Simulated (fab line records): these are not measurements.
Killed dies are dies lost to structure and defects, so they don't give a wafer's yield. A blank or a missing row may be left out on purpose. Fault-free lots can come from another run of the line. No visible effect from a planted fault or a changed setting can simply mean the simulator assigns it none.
The tool behind it: which one?	flow sky130	7 lots with 21 wafers sampled at 2 steps, on a route of 708 steps

== WHAT EACH GAUGE READ, for each wafer ==
SKY_LDD_N_OVL_MEAS_07.
lot	measured	on	LDD_N_OVL (nm)
L742	day 19 23:37	overlay-01	-1.3 -3.2 -1.6
L746	day 21 08:13	overlay-02	- - -
L751	day 23 05:51	overlay-01	-0.5 -0.7 0.3
L753	day 23 22:23	overlay-01	-2.2 -1.8 -2.8
L755	day 24 10:13	overlay-02	-1.9 -2.8 -2.4
L758	day 25 08:22	overlay-02	-2.0 -1.1 -1.2
L760	day 26 01:59	overlay-02	-2.9 -3.2 -2.5

== WHICH TOOL RAN EACH LOT (tool, then ch and the chambers of the sampled wafers, then the start) ==
lot	SKY_LDD_N_EXPOSE_04
L742	iline-stepper-01 ch 0, day 19 08:19
L746	iline-stepper-02, day 20 17:28
L751	iline-stepper-02 ch 0, day 22 14:27
L753	iline-stepper-02 ch 0, day 23 08:31
L755	iline-stepper-01 ch 0, day 23 20:52
L758	iline-stepper-02 ch 0, day 24 18:02
L760	iline-stepper-02 ch 0, day 25 11:26
- SKY_LDD_N_EXPOSE_04: exposes mask NTM, target cd 840 nm.

== THE ANSWER, worked out from the rows above alone ==
Rule: usual is defined by the lots themselves. The widest of any qualifying gaps counts: lots, ordered by their means at a reading, are off when they make up no more than a third of the lots, leave a main group of 4 or more, and stand apart from it by 3 or more times the standard deviation of that group's means. The tables above print the reading to a certain number of digits; a main group whose means all agree to those digits is not used. A lot without any number at a reading at which 4 lots or more have one is off too. All remaining lots with rows at the step are treated as sound.
Off: L746, seen at SKY_LDD_N_OVL_MEAS_07 (LDD_N_OVL). Without a number there: L746. For the main group the mean is -1.9 nm and the standard deviation 0.82.
If a tool, at a process step before that reading, ran all the lots that are off and no sound lot after the first of them, it fits. Those tools and the gauges at SKY_LDD_N_OVL_MEAS_07 are tried in the same way. No candidate that was tried fits.

== WHAT WAS PUT IN BY THE SIMULATOR ==
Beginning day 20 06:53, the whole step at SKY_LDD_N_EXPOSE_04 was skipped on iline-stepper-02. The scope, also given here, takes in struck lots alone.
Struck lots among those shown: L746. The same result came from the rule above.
